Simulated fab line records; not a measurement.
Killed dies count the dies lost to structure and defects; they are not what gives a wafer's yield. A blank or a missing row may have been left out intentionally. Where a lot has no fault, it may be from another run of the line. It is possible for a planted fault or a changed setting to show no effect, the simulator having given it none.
What tool caused it? | flow gf180mcu | 24 lots with 72 wafers sampled at 3 steps, on a route of 602 steps

WHAT THE GAUGES SHOWED, per wafer
GF_HV_LDD_TW_MEAS_23.
lot  | measured     | on           | HV_LDD_2_TW
L074 | day 10 21:04 | filmMetro-04 | 1041 1039 1032
L075 | day 11 02:27 | filmMetro-03 | 1038 1039 1040
L076 | day 11 14:07 | filmMetro-02 | 1060 1058 1063
L077 | day 11 17:54 | filmMetro-03 | 1045 1043 1037
L078 | day 12 02:47 | filmMetro-02 | 1064 1058 1053
L079 | day 12 10:54 | filmMetro-03 | 1051 1044 1045
L080 | day 12 18:47 | filmMetro-04 | 1045 1040 1041
L081 | day 13 02:11 | filmMetro-04 | 1050 1050 1048
L082 | day 13 11:15 | filmMetro-03 | 1046 1043 1045
L083 | day 13 17:23 | filmMetro-02 | 1059 1057 1056
L084 | day 14 04:17 | filmMetro-04 | 1045 1046 1044
L085 | day 14 07:32 | filmMetro-03 | 1038 1042 1045
L086 | day 14 15:14 | filmMetro-02 | 1057 1060 1062
L087 | day 14 22:20 | filmMetro-04 | 1037 1043 1035
L088 | day 15 06:29 | filmMetro-04 | 1054 1054 1050
L089 | day 15 13:53 | filmMetro-02 | 1064 1069 1062
L090 | day 15 19:52 | filmMetro-02 | 1062 1064 1069
L091 | day 16 03:41 | filmMetro-04 | 1048 1044 1049
L092 | day 16 13:53 | filmMetro-04 | 1037 1045 1042
L093 | day 16 19:40 | filmMetro-02 | 1065 1068 1063
L094 | day 17 03:53 | filmMetro-02 | 1064 1059 1068
L095 | day 17 10:52 | filmMetro-03 | 1041 1039 1037
L096 | day 17 20:25 | filmMetro-04 | 1046 1051 1053
L097 | day 18 02:00 | filmMetro-02 | 1059 1058 1065

GF_CONTACT_CD_MEAS_14 targets a cd of 220 nm.
lot  | measured     | on       | cdNm (nm)
L074 | day 16 07:19 | cdSem-02 | 218.6 219.8 218.4
L075 | day 16 10:32 | cdSem-01 | 220.1 218.0 220.1
L076 | day 17 01:18 | cdSem-02 | 219.5 220.2 220.3
L077 | day 17 06:16 | cdSem-01 | 217.7 217.0 219.0
L078 | day 17 15:52 | cdSem-01 | 217.8 218.6 217.3
L079 | day 18 02:41 | cdSem-01 | 219.7 221.0 222.2
L080 | day 18 10:55 | cdSem-01 | 217.3 217.4 217.2
L081 | day 18 21:08 | cdSem-02 | 220.5 220.9 219.3
L082 | day 19 06:43 | cdSem-02 | 224.8 223.4 223.9
L083 | day 19 12:13 | cdSem-01 | 220.1 221.0 219.4
L084 | day 20 02:28 | cdSem-01 | 219.9 221.8 220.8
L085 | day 20 06:59 | cdSem-02 | 219.2 220.3 218.5
L086 | day 20 17:22 | cdSem-01 | 218.3 219.2 219.6
L087 | day 21 00:07 | cdSem-01 | 217.1 219.8 219.5
L088 | day 21 08:08 | cdSem-01 | 219.6 220.5 220.8
L089 | day 21 18:43 | cdSem-02 | 218.8 219.6 218.3
L090 | day 22 00:34 | cdSem-01 | 218.4 217.9 218.8
L091 | day 22 07:23 | cdSem-01 | 219.6 220.0 218.1
L092 | day 22 18:37 | cdSem-01 | 221.0 219.0 219.3
L093 | day 23 00:14 | cdSem-01 | 219.8 219.1 218.1
L094 | day 23 09:22 | cdSem-01 | 222.4 223.8 223.6
L095 | day 23 15:43 | cdSem-01 | 218.0 218.1 217.6
L096 | day 24 01:52 | cdSem-01 | 220.1 220.6 220.9
L097 | day 24 07:25 | cdSem-01 | 219.7 219.9 219.2

TOOL THAT RAN EACH LOT (tool first, then ch and the chambers of the sampled wafers, then the start)
lot  | GF_VT_IMPLANT_STRIP_42
L074 | plasmaAsher-04 ch 0,1, day 7 14:41
L075 | plasmaAsher-03 ch 1, day 7 21:01
L076 | plasmaAsher-03 ch 0,1, day 8 06:13
L077 | plasmaAsher-03 ch 0,1, day 8 10:25
L078 | plasmaAsher-04 ch 0,1, day 8 18:20
L079 | plasmaAsher-02 ch 0,1, day 9 00:44
L080 | plasmaAsher-04 ch 0,1, day 9 06:50
L081 | plasmaAsher-03 ch 0,1, day 9 13:29
L082 | plasmaAsher-04 ch 0,1, day 9 21:16
L083 | plasmaAsher-04 ch 0,1, day 10 04:19
L084 | plasmaAsher-02 ch 0,1, day 10 12:37
L085 | plasmaAsher-03 ch 0,1, day 10 17:41
L086 | plasmaAsher-03 ch 0,1, day 10 23:29
L087 | plasmaAsher-02 ch 0,1, day 11 04:37
L088 | plasmaAsher-04 ch 0,1, day 11 12:56
L089 | plasmaAsher-03 ch 0,1, day 11 19:28
L090 | plasmaAsher-03 ch 0,1, day 12 01:49
L091 | plasmaAsher-03 ch 0,1, day 12 08:23
L092 | plasmaAsher-03 ch 0,1, day 12 17:07
L093 | plasmaAsher-03 ch 0,1, day 12 23:07
L094 | plasmaAsher-04 ch 0,1, day 13 05:49
L095 | plasmaAsher-02 ch 0,1, day 13 12:41
L096 | plasmaAsher-02 ch 0, day 13 19:47
L097 | plasmaAsher-02 ch 0,1, day 14 00:05
- GF_VT_IMPLANT_STRIP_42: strips in O2/N2.

WHAT THE TOOLS THEMSELVES READ (means of the sampled wafers that have a number; where no wafer has one, the mark that the record gives instead)
GF_VT_IMPLANT_STRIP_42.
lot  | tool           | drypumpMotorCurrentA (A) | heaterPowerW (W) | oesProductAu (a.u.) | stripTimeToEndpointS (s)
L074 | plasmaAsher-04 | 5.4                      | 308              | 0.717               | 12.65
L075 | plasmaAsher-03 | 6.3                      | 399              | 0.715               | 12.56
L076 | plasmaAsher-03 | 6.1                      | 378              | 0.716               | 12.62
L077 | plasmaAsher-03 | 6.1                      | 377              | 0.719               | 12.62
L078 | plasmaAsher-04 | 5.4                      | 309              | 0.710               | 12.62
L079 | plasmaAsher-02 | 5.6                      | 348              | 0.717               | 12.63
L080 | plasmaAsher-04 | 5.6                      | 296              | 0.717               | 12.62
L081 | plasmaAsher-03 | 6.1                      | 371              | 0.717               | 12.57
L082 | plasmaAsher-04 | 5.6                      | 291              | 0.715               | 12.62
L083 | plasmaAsher-04 | 5.6                      | 295              | 0.713               | 12.67
L084 | plasmaAsher-02 | 5.3                      | 354              | 0.716               | 12.62
L085 | plasmaAsher-03 | 6.0                      | 359              | 0.716               | 12.63
L086 | plasmaAsher-03 | 6.0                      | 375              | 0.715               | 12.62
L087 | plasmaAsher-02 | 5.3                      | 353              | 0.715               | 12.58
L088 | plasmaAsher-04 | 5.4                      | 310              | 0.717               | 12.61
L089 | plasmaAsher-03 | 5.9                      | 363              | 0.711               | 12.67
L090 | plasmaAsher-03 | 5.9                      | 357              | 0.717               | 12.61
L091 | plasmaAsher-03 | 5.9                      | 358              | 0.714               | 12.65
L092 | plasmaAsher-03 | 6.0                      | 373              | 0.712               | 12.60
L093 | plasmaAsher-03 | 5.9                      | 359              | 0.712               | 12.68
L094 | plasmaAsher-04 | 5.6                      | 296              | 0.716               | 12.67
L095 | plasmaAsher-02 | 5.3                      | 354              | 0.719               | 12.69
L096 | plasmaAsher-02 | 4.9                      | 364              | 0.719               | 12.62
L097 | plasmaAsher-02 | 5.6                      | 345              | 0.717               | 12.65

THE ANSWER, worked out from the rows above alone
Rule: the usual values come from the lots themselves. Put in order of their means at a reading, lots are off if they are a third of the lots or fewer, leave a main group of 4 or more, and stand apart from it by a gap of 3 or more times the standard deviation of the main group's means; of several such gaps the widest counts. Not used: any main group whose means are identical at the precision the tables above print for the reading. Also off: a lot with no number at a reading for which 4 or more lots have one. Any other lot the step has rows for is counted as sound. After the gauges, taken in route order, come the tools' own readings; for these a lot's mean is taken, as printed above. At the first step where some lot is off, the reading lying furthest off is the one used; lots without a number count as furthest.
None of the lots is off at any reading shown; this tells nothing.

WHAT HAD BEEN PUT IN BY THE SIMULATOR
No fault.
